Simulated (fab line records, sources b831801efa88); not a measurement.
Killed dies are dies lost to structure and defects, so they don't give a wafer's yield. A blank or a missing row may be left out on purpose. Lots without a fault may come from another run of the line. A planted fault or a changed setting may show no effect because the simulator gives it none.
A struck lot beside a sound one | flow sky130 | 17 steps out of a route of 708
Sound: wafers L746.2, L746.3, L746.5. Struck: wafers L741.2, L741.4, L741.6. The cause comes at the end.
At each step with rows: each side's tool, then ch and its chambers, then its first start. Under that, the readings that differ: sound wafers | struck wafers | difference of the means | sigmas: that difference in standard deviations of wafers without a fault.
alike: readings whose means differ by less than 2 such deviations, and words and numbers that are the same on both sides. not compared: withheld readings, readings that some wafer has no value for, bounds like >300 that may hide the same value, and numbers for which the record gives no deviation and whose values overlap.
The two part at a step that has a row with sigmas, a row that says differs or no value, or rows on one side only. Numbers that don't overlap but have no deviation are shown without sigmas and don't part them. A reading that every wafer of one side lacks parts them only if that side has two wafers or more.

SKY_LDD_P_OVL_MEAS_08:
  sound on overlay-02, day 23 15:18; struck on overlay-02, day 22 00:55
  alike: LDD_P_OVL
then, 1 step without rows for these wafers: SKY_LDD_P_IMPLANT_09.
SKY_LDD_P_STRIP_10: strips in O2/N2.
  sound on plasma_asher-01 ch 0,1, day 23 15:29; struck on plasma_asher-03 ch 0,1, day 22 01:05
  alike: drypump_motor_current_A, oes_product_au, strip_time_to_endpoint_s
  not compared: rf_hours_counter_h
SKY_LDD_P_TW_MEAS_11:
  sound on film_metro-04, day 23 15:35; struck on film_metro-03, day 22 01:12
  alike: LDD_P_TW
then, 7 steps without rows for these wafers: SKY_LDD_HVN_DEHYDRATE_00 (time 60 s); SKY_LDD_HVN_HMDS_01 (prime time 60 s); SKY_LDD_HVN_COAT_02 (resist thk 300 nm); SKY_LDD_HVN_SOFTBAKE_03 (time 60 s); SKY_LDD_HVN_EXPOSE_04 (exposes mask HVNTM, target cd 700 nm); SKY_LDD_HVN_PEB_05; SKY_LDD_HVN_DEVELOP_06 (develop time 60 s).
SKY_LDD_HVN_OVL_MEAS_07:
  sound on overlay-02, day 24 20:53; struck on overlay-02, day 23 07:26
  reading          | sound       | struck         | difference | sigmas
  LDD_HVN_OVL (nm) | 2.6 2.4 3.2 | -0.8 -0.9 -1.3 | -3.7       | -2
SKY_LDD_HVN_IMPLANT_08:
  sound on implanter-03 ch 0, day 24 20:56; struck on implanter-04 ch 0, day 23 07:29
  reading                   | sound                | struck               | difference | sigmas
  beam_energy_keV           | 59.985 59.983 60.006 | 48.975 48.986 48.970 | -11.014    | -99 or more
  model.implant.rp_nm (nm)  | 55.79 55.79 55.79    | 47.19 47.19 47.19    | -8.60      |
  model.implant.drp_nm (nm) | 28.15 28.15 28.15    | 23.71 23.71 23.71    | -4.44      |
SKY_LDD_HVN_STRIP_09: strips in O2/N2.
  sound on plasma_asher-02 ch 0,1, day 24 21:04; struck on plasma_asher-01 ch 0,1, day 23 07:37
  reading                      | sound             | struck            | difference | sigmas
  strip_time_to_endpoint_s (s) | 4.102 4.123 4.105 | 4.143 4.130 4.155 | +0.033     | +2
  alike: drypump_motor_current_A, oes_product_au
  not compared: rf_hours_counter_h
SKY_LDD_HVN_TW_MEAS_10:
  sound on film_metro-01, day 24 21:10; struck on film_metro-04, day 23 07:43
  reading    | sound          | struck         | difference | sigmas
  LDD_HVN_TW | 1459 1467 1457 | 1373 1365 1374 | -90        | -14
then, 1 step without rows for these wafers: SKY_LDD_HVP_DEHYDRATE_00 (time 60 s).
-- the record jumps here: 24 days lie between the struck wafers' starts before and after (it left off in module LDD_HVP and takes up again in module PAD_OPEN, whose first step shown is number 708 of the route) --
SKY_PAD_OPEN_PROBE_99:
  sound on prober-02, day 48 15:37; struck on prober-01, day 47 16:39
  reading                                | sound          | struck         | difference | sigmas
  model.etest.tip_n_5v.rs_ohm_sq         | 1393 1392 1386 | 1504 1502 1504 | +113       |
  model.etest.nfet_g5v0d10v5.r_on_ohm_um | 1853 1885 1891 | 1926 1911 1946 | +51        |
  alike: killed_at_M0_to_M3, killed_at_M4_up, killed_at_contacts, killed_at_front_end, killed_at_other, killed_dies, killed_on_rim, killed_open, killed_short
  not compared: model.etest.nfet_g5v0d10v5.drive_ua_um, model.etest.nfet_g5v0d10v5.vt_sat_v, model.etest.nfet_g5v0d10v5.vt_v

WHERE THEY PART
First at SKY_LDD_HVN_OVL_MEAS_07; last, within this record, at SKY_LDD_HVN_TW_MEAS_10. Later steps at which nothing parts them and some readings are alike: SKY_PAD_OPEN_PROBE_99.

WHY: what the simulator had put in
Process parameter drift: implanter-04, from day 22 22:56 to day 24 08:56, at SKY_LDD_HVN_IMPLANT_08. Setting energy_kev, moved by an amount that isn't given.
